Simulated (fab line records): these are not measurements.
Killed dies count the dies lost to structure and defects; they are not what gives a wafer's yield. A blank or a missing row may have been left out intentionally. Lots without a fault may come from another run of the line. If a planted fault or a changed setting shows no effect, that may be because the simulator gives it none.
fab line records	flow gf180mcu
record: lots: 13	wafers: 39	last_day: 34
route steps=602 shown VT_IMPLANT@125 SAB@277 V1@350 M3@413
lots that met no fault: from a run of the same line without faults
start_h: hours from the record's first day to the start of the lot's first wafer shown	wait_h: hours since the lot's step before	" repeats the value in the row above	L1.1+2: a row that stands for several wafers	- no value, or no start was given	* or withheld: withheld	< > ~ a bound
route shown NAME@n: a module of which the file shows steps, and the number in the route of the first	usual: mean/standard deviation taken from wafers without a fault	same: alike in all rows	chamber/n: place in a boat	sites: per-site readings	_std_site: the standard deviation of these	_edge_site: outer sites' mean less inner sites'	radius_mm: how far each site lies from the wafer's centre	mask NAME#n: copy n	behind: tool/chamber where the wafer was last shaped	hold: why the lot was held/for how many hours/how that ended	device: the transistor (n, p or np) that didn't switch	end of line: the tests these same wafers got at the end of their route	for a step that has no rows: nothing shown but its recipe	killed: dies that structure and defects cost at the first sort, which is not the same as the wafer's yield	map: a wafer's dies, marking killed ones x, the rest . and places with no die _
set.NAME: setting as actually run; set.NAME@STEP: the setting as run at that earlier step	model.NAME: the simulator's own value behind a step, which no gauge read
a sample of lots followed through the steps of the route, with each step as a table and each wafer as a row
services: from which hour (start_h, from the record's first day; less than 0 if before it) a tool's chamber was out of use, for how many hours, and why
== steps ==
step: GF_VT_IMPLANT_COAT_35
recipe: resist: NOVOLAK	spin_rpm: 3000	resist_thk_nm: 1000
usual: spin_speed_rpm: 3000.0/2.1
lot.wafer	tool	chamber	start_h	wait_h	spin_speed_rpm
L941.2	litho_track-04	0	163.12	0.1	3001.9
L941.3	"	0	"	"	2999.9
L941.6	"	0	"	"	3001.7
L942.4	litho_track-01	0	168.78	0.1	2999.2
L942.5	"	0	"	"	3000.1
L942.6	"	0	"	"	2998.1
L943.1	litho_track-01	0	174.25	0.1	2999.2
L943.2	"	0	"	"	3001.6
L943.5	"	0	"	"	3000.4
L946.1	litho_track-01	0	197.50	0.1	3000.9
L946.2	"	0	"	"	3001.8
L946.6	"	0	"	"	2999.5
L947.2	litho_track-01	0	203.88	0.1	2997.5
L947.4	"	0	"	"	2998.7
L947.6	"	0	"	"	2998.3
L948.3	litho_track-01	0	209.75	0.1	2998.4
L948.4	"	0	"	"	2999.4
L948.6	"	0	"	"	2999.5
L956.1	litho_track-02	0	261.39	0.1	3001.4
L956.2	"	0	"	"	2997.9
L956.3	"	0	"	"	3000.5
L957.1	litho_track-04	0	273.65	0.1	2998.2
L957.3	"	0	"	"	2999.5
L957.5	"	0	"	"	2999.8
L958.1	litho_track-02	0	277.09	0.1	2997.0
L958.3	"	0	"	"	3000.4
L958.5	"	0	"	"	3001.5
L959.2	litho_track-01	0	279.63	0.1	3000.6
L959.4	"	0	"	"	2999.9
L959.5	"	0	"	"	3003.5
L960.2	litho_track-04	0	285.52	0.1	2999.3
L960.3	"	0	"	"	2997.7
L960.5	"	0	"	"	2997.2
L961.1	litho_track-02	0	293.19	0.1	2997.0
L961.3	"	0	"	"	3000.1
L961.5	"	0	"	"	3000.2
L962.1	litho_track-01	0	305.25	0.1	3001.5
L962.3	"	0	"	"	3001.3
L962.4	"	0	"	"	3003.5
step: GF_VT_IMPLANT_STRIP_42
recipe: chemistry: O2/N2	power_w: 1400	pressure_mtorr: 1500	platen_temp_c: 250	o2_flow_sccm: 3000	n2_flow_sccm: 300	overash_fraction: 0.5
usual: drypump_motor_current_A: 5.5/0.31	heater_power_w: 341/25	oes_product_au: 0.716/0.0048	strip_time_to_endpoint_s: 12.62/0.04
lot.wafer	tool	chamber	start_h	wait_h	drypump_motor_current_A	heater_power_w	oes_product_au	rf_hours_counter_h	strip_time_to_endpoint_s
L941.2	plasma_asher-04	1	171.38	0.1	5.5	323	0.712	6	12.64
L941.3	"	0	"	"	5.6	377	0.720	-	12.66
L941.6	"	0	"	"	5.7	377	0.716	-	12.64
L942.4	plasma_asher-04	0	176.82	0.1	5.7	378	0.714	-	12.66
L942.5	"	1	"	"	5.5	327	0.712	-	12.63
L942.6	"	0	"	"	5.7	389	0.715	-	12.62
L943.1	plasma_asher-04	0	182.48	0.1	5.7	382	0.720	7	12.62
L943.2	"	1	"	"	5.5	324	0.719	7	12.65
L943.5	"	0	"	"	5.6	377	0.706	-	12.62
L946.1	plasma_asher-04	0	206.43	0.1	5.6	376	0.716	10	12.28
L946.2	"	1	"	"	5.5	329	0.717	10	12.34
L946.6	"	1	"	"	5.5	330	0.720	-	12.30
L947.2	plasma_asher-04	1	212.74	0.1	5.5	330	0.718	10	12.25
L947.4	"	0	"	"	5.6	368	0.717	-	12.26
L947.6	"	0	"	"	5.7	372	0.725	-	12.25
L948.3	plasma_asher-04	0	218.86	0.1	5.7	376	0.707	-	12.27
L948.4	"	1	"	"	5.5	326	0.717	-	12.29
L948.6	"	1	"	"	5.5	336	0.714	-	12.28
L956.1	plasma_asher-04	1	270.68	0.1	5.5	322	0.718	16	12.57
L956.2	"	0	"	"	5.6	364	0.714	16	12.61
L956.3	"	0	"	"	5.6	365	0.707	-	12.57
L957.1	plasma_asher-04	1	283.98	0.1	5.5	325	0.716	18	12.63
L957.3	"	0	"	"	5.7	367	0.718	-	12.65
L957.5	"	1	"	"	5.5	330	0.720	-	12.63
L958.1	plasma_asher-04	0	287.82	0.1	5.7	378	0.724	18	12.61
L958.3	"	1	"	"	5.5	328	0.711	-	12.61
L958.5	"	0	"	"	5.7	374	0.716	-	12.58
L959.2	plasma_asher-04	1	289.89	0.1	5.5	326	0.710	18	12.64
L959.4	"	1	"	"	5.5	333	0.718	-	12.64
L959.5	"	0	"	"	5.7	381	0.720	-	12.63
L960.2	plasma_asher-01	0	296.07	0.1	5.6	357	0.720	63	12.61
L960.3	"	1	"	"	4.8	331	0.723	-	12.58
L960.5	"	0	"	"	5.6	370	0.718	-	12.61
L961.1	plasma_asher-03	1	303.08	0.1	6.1	332	0.717	57	12.67
L961.3	"	0	"	"	5.5	299	0.726	-	12.63
L961.5	"	1	"	"	6.1	342	0.712	-	12.66
L962.1	plasma_asher-04	1	315.82	0.1	5.5	327	0.719	21	12.64
L962.3	"	0	"	"	5.7	372	0.704	-	12.62
L962.4	"	1	"	"	5.5	329	0.706	-	12.71
step: GF_SAB_STRIP_13
recipe: chemistry: O2/N2	power_w: 1400	pressure_mtorr: 1500	platen_temp_c: 250	o2_flow_sccm: 3000	n2_flow_sccm: 300	overash_fraction: 0.5
usual: drypump_motor_current_A: 5.4/0.37	heater_power_w: 345/51	oes_product_au: 0.710/0.0044	strip_time_to_endpoint_s: 12.61/0.034
lot.wafer	tool	chamber	start_h	wait_h	drypump_motor_current_A	heater_power_w	oes_product_au	rf_hours_counter_h	strip_time_to_endpoint_s
L941.2	plasma_asher-02	0	357.67	0.0	5.1	435	0.706	65	12.61
L941.3	"	1	"	"	5.3	312	0.716	-	12.56
L941.6	"	0	"	"	5.1	448	0.711	-	12.59
L942.4	plasma_asher-03	1	364.25	0.0	6.1	325	0.722	-	12.58
L942.5	"	1	"	"	6.0	334	0.713	-	12.57
L942.6	"	0	"	"	5.4	286	0.703	-	12.54
L943.1	plasma_asher-02	1	373.59	0.0	5.3	315	0.708	67	12.63
L943.2	"	0	"	"	5.1	434	0.706	67	12.59
L943.5	"	0	"	"	5.1	426	0.706	-	12.61
L946.1	plasma_asher-03	1	399.55	0.0	6.1	335	0.711	67	12.64
L946.2	"	0	"	"	5.4	294	0.710	67	12.61
L946.6	"	1	"	"	6.1	340	0.710	-	12.62
L947.2	plasma_asher-03	1	410.05	0.0	6.1	331	0.716	69	12.63
L947.4	"	1	"	"	6.1	333	0.708	-	12.67
L947.6	"	1	"	"	6.0	329	0.711	-	12.64
L948.3	plasma_asher-02	0	416.14	0.0	5.1	444	0.708	-	12.64
L948.4	"	1	"	"	5.3	313	0.706	-	12.63
L948.6	"	1	"	"	5.3	307	0.705	-	12.60
L956.1	plasma_asher-02	0	486.26	0.0	5.1	429	0.713	78	12.59
L956.2	"	1	"	"	5.3	309	0.700	78	12.58
L956.3	"	0	"	"	5.1	438	0.709	-	12.57
L957.1	plasma_asher-02	1	504.00	0.0	5.3	307	0.700	80	12.66
L957.3	"	0	"	"	5.1	445	0.710	-	12.65
L957.5	"	0	"	"	5.1	451	0.710	-	12.59
L958.1	plasma_asher-03	1	509.84	0.0	6.0	344	0.706	79	12.59
L958.3	"	1	"	"	6.1	339	0.708	-	12.58
L958.5	"	0	"	"	5.4	293	0.710	-	12.58
L959.2	plasma_asher-03	0	515.34	0.0	5.4	296	0.709	80	12.60
L959.4	"	1	"	"	6.1	334	0.718	-	12.65
L959.5	"	1	"	"	6.1	337	0.713	-	12.60
L960.2	plasma_asher-02	1	519.93	0.0	5.3	316	0.710	82	12.64
L960.3	"	0	"	"	5.1	429	0.709	-	12.61
L960.5	"	1	"	"	5.3	310	0.713	-	12.62
L962.1	plasma_asher-02	0	538.15	0.0	5.1	440	0.710	84	12.65
L962.3	"	1	"	"	5.2	306	0.709	-	12.61
L962.4	"	0	"	"	5.1	434	0.710	-	12.63
L961.1	plasma_asher-03	1	538.75	0.0	6.0	334	0.716	83	12.63
L961.3	"	0	"	"	5.4	289	0.713	-	12.62
L961.5	"	0	"	"	5.4	290	0.706	-	12.63
step: GF_V1_OVL_MEAS_15
usual: V1_OVL: -1/5.8
lot.wafer	tool	chamber	start_h	wait_h	V1_OVL[nm]
L941.2	overlay-01	-	430.91	0.1	-3
L941.3	"	-	"	"	1
L941.6	"	-	"	"	-6
L942.4	overlay-01	-	439.27	0.1	-10
L942.5	"	-	"	"	-6
L942.6	"	-	"	"	-4
L943.1	overlay-01	-	447.52	0.1	-5
L943.2	"	-	"	"	1
L943.5	"	-	"	"	1
L946.1	overlay-01	-	475.48	0.1	2
L946.2	"	-	"	"	-1
L946.6	"	-	"	"	3
L947.2	overlay-01	-	485.94	0.1	-2
L947.4	"	-	"	"	5
L947.6	"	-	"	"	4
L948.3	overlay-02	-	492.30	0.1	-1
L948.4	"	-	"	"	-11
L948.6	"	-	"	"	-6
L956.1	overlay-01	-	559.82	0.1	2
L956.2	"	-	"	"	8
L956.3	"	-	"	"	8
L957.1	overlay-01	-	575.03	0.1	-4
L957.3	"	-	"	"	-2
L957.5	"	-	"	"	6
L958.1	overlay-02	-	581.58	0.1	-5
L958.3	"	-	"	"	-3
L958.5	"	-	"	"	0
L959.2	overlay-02	-	587.32	0.1	8
L959.4	"	-	"	"	1
L959.5	"	-	"	"	0
L960.2	overlay-02	-	590.96	0.1	6
L960.3	"	-	"	"	2
L960.5	"	-	"	"	-1
L962.1	overlay-01	-	606.18	0.1	-8
L962.3	"	-	"	"	-7
L962.4	"	-	"	"	-8
L961.1	overlay-01	-	607.97	0.1	4
L961.3	"	-	"	"	0
L961.5	"	-	"	"	-3
step: GF_M3_SPUTTER_04
recipe: material: TiN	target_thk_nm: 50	power_w: 6500	time_s: 41.7	chamber_pressure_pa: 0.4
usual: throttle_valve_pct: 30.3/1.1
lot.wafer	tool	chamber	start_h	wait_h	throttle_valve_pct
L941.2	pvd_sputter-02	-	483.96	0.0	29.9
L941.3	"	-	"	"	29.7
L941.6	"	-	"	"	32.7
L942.4	pvd_sputter-04	-	492.04	0.0	28.6
L942.5	"	-	"	"	29.3
L942.6	"	-	"	"	31.0
L943.1	pvd_sputter-04	-	499.63	0.0	29.8
L943.2	"	-	"	"	31.1
L943.5	"	-	"	"	29.2
L946.1	pvd_sputter-04	-	527.38	0.0	29.3
L946.2	"	-	"	"	28.6
L946.6	"	-	"	"	31.0
L947.2	pvd_sputter-02	-	538.29	0.0	30.5
L947.4	"	-	"	"	32.4
L947.6	"	-	"	"	29.8
L948.3	pvd_sputter-02	-	542.54	0.0	32.6
L948.4	"	-	"	"	30.6
L948.6	"	-	"	"	32.5
L956.1	pvd_sputter-02	-	607.24	0.0	29.7
L956.2	"	-	"	"	29.7
L956.3	"	-	"	"	32.4
L957.1	pvd_sputter-02	-	621.92	0.0	29.8
L957.3	"	-	"	"	30.0
L957.5	"	-	"	"	32.4
L958.1	pvd_sputter-02	-	628.79	0.0	30.2
L958.3	"	-	"	"	32.6
L958.5	"	-	"	"	32.2
L959.2	pvd_sputter-03	-	633.90	0.0	30.5
L959.4	"	-	"	"	29.0
L959.5	"	-	"	"	28.9
L960.2	pvd_sputter-02	-	636.90	0.0	30.1
L960.3	"	-	"	"	32.6
L960.5	"	-	"	"	32.7
L962.1	pvd_sputter-02	-	651.63	0.0	30.7
L962.3	"	-	"	"	32.5
L962.4	"	-	"	"	30.1
L961.1	pvd_sputter-04	-	653.55	0.0	29.4
L961.3	"	-	"	"	28.7
L961.5	"	-	"	"	29.3
== services ==
tool	chamber	start_h	hours	kind
plasma_asher-01	-	165.16	21.0	repair
pvd_sputter-04	-	179.14	3.7	repair
plasma_asher-01	-	206.98	2.8	pm
plasma_asher-01	-	233.93	1.1	repair
pvd_sputter-04	-	239.34	8.0	repair
pvd_sputter-02	1	246.98	-	consumable_replace:kit
plasma_asher-04	-	351.72	2.8	pm
pvd_sputter-02	-	354.71	1.0	repair
pvd_sputter-02	-	358.11	2.9	repair
pvd_sputter-04	-	366.26	2.0	repair
plasma_asher-03	-	414.54	0.6	repair
plasma_asher-01	-	421.25	9.0	pm
plasma_asher-02	-	433.95	2.8	pm
pvd_sputter-03	-	456.52	110.0	repair
plasma_asher-03	-	475.38	5.1	repair
plasma_asher-01	-	514.86	34.5	repair
pvd_sputter-04	-	543.65	1.7	repair
plasma_asher-02	-	554.59	3.3	repair
plasma_asher-01	-	559.27	2.5	repair
plasma_asher-04	-	575.42	1.4	repair
pvd_sputter-02	-	592.74	2.0	repair
plasma_asher-02	-	604.64	28.1	pm
pvd_sputter-03	-	634.51	2.5	repair
pvd_sputter-04	-	635.54	5.4	repair
== key ==
first_sign: step: GF_VT_IMPLANT_STRIP_42	reading: strip_time_to_endpoint_s	direction: down	sigmas: 8.6	usual: *	struck: *
effect none on later readings
met_at GF_VT_IMPLANT_COAT_35
struck_lots L946,L947,L948
tester_left_out L946,L947,L948
not_acting_at GF_SAB_STRIP_13,GF_V1_OVL_MEAS_15,GF_M3_SPUTTER_04
onset_between 174.25 197.50
fault: kind: process_parameter_drift	tool: litho_track-01	chamber: -	onset_h: 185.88	steps: GF_VT_IMPLANT_COAT_35	channel: resist_thk_nm	offset: *	shape: step	end_h: 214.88	acts_in: *	stated: *
tester_left_out: of these lots the tester's yield and bins aren't shown, on N5 and GAA mostly nor the transistor test; their killed dies are dies lost to structure and defects alone, not to doping, threshold or leakage, so they don't give the yield
